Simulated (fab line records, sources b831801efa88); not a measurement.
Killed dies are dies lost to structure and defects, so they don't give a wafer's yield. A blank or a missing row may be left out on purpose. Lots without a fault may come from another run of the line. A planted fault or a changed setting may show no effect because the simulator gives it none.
Chamber matching | flow sky130 | SKY_LI_CONTACT_CMP_24 on cmp-02: 4 sister chambers
The step polishes, stops on PSG, t overpolish 20 s, target thk 0 nm. 4 wafers are shown with their chamber, then 12 later ones without.

WAFERS WITH THEIR CHAMBER
wafer  | chamber | motor_current_A (A)
L086.5 | 2       | 11.3
L086.6 | 1       | 12.1
L087.1 | 0       | 11.0
L087.2 | 3       | 9.5

WAFERS WITHOUT THEIR CHAMBER
wafer  | motor_current_A (A)
L087.6 | 11.9
L088.2 | 10.9
L088.5 | 13.3
L088.6 | 10.9
L090.1 | 11.1
L090.2 | 9.9
L090.4 | 12.8
L089.3 | 12.4
L089.4 | 11.1
L089.6 | 11.9
L097.2 | 11.5
L097.3 | 11.4

WHICH CHAMBER EACH WENT THROUGH
wafer  | from the rows above          | in truth
L087.6 | can't be placed: 1 or 2 or 0 | 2
L088.2 | can't be placed: 0 or 2      | 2
L088.5 | can't be placed: 1 or 2      | 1
L088.6 | can't be placed: 0 or 2      | 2
L090.1 | can't be placed: 0 or 2      | 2
L090.2 | can't be placed: 3 or 0      | 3
L090.4 | can't be placed: 1 or 2      | 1
L089.3 | can't be placed: 1 or 2      | 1
L089.4 | can't be placed: 0 or 2      | 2
L089.6 | can't be placed: 1 or 2 or 0 | 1
L097.2 | can't be placed: 2 or 0 or 1 | 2
L097.3 | can't be placed: 2 or 0 or 1 | 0
Placed correctly: 0 of 12. Can't be placed from these rows: 12 (the true chamber is among the candidates in 12). Placed wrongly: 0.
How it was worked out, from the rows above alone: a wafer's distance from a chamber is the root of the sum, over the readings, of the square of ((its reading less the chamber's mean) divided by the reading's scatter). The wafer belongs to the nearest chamber; if the next one is less than 2 further off, it can't be placed. A chamber's mean is the mean of its shown wafers. The scatter: with one shown wafer a chamber, the root of the mean of the squares of how far each hidden wafer lies from its nearest shown one.
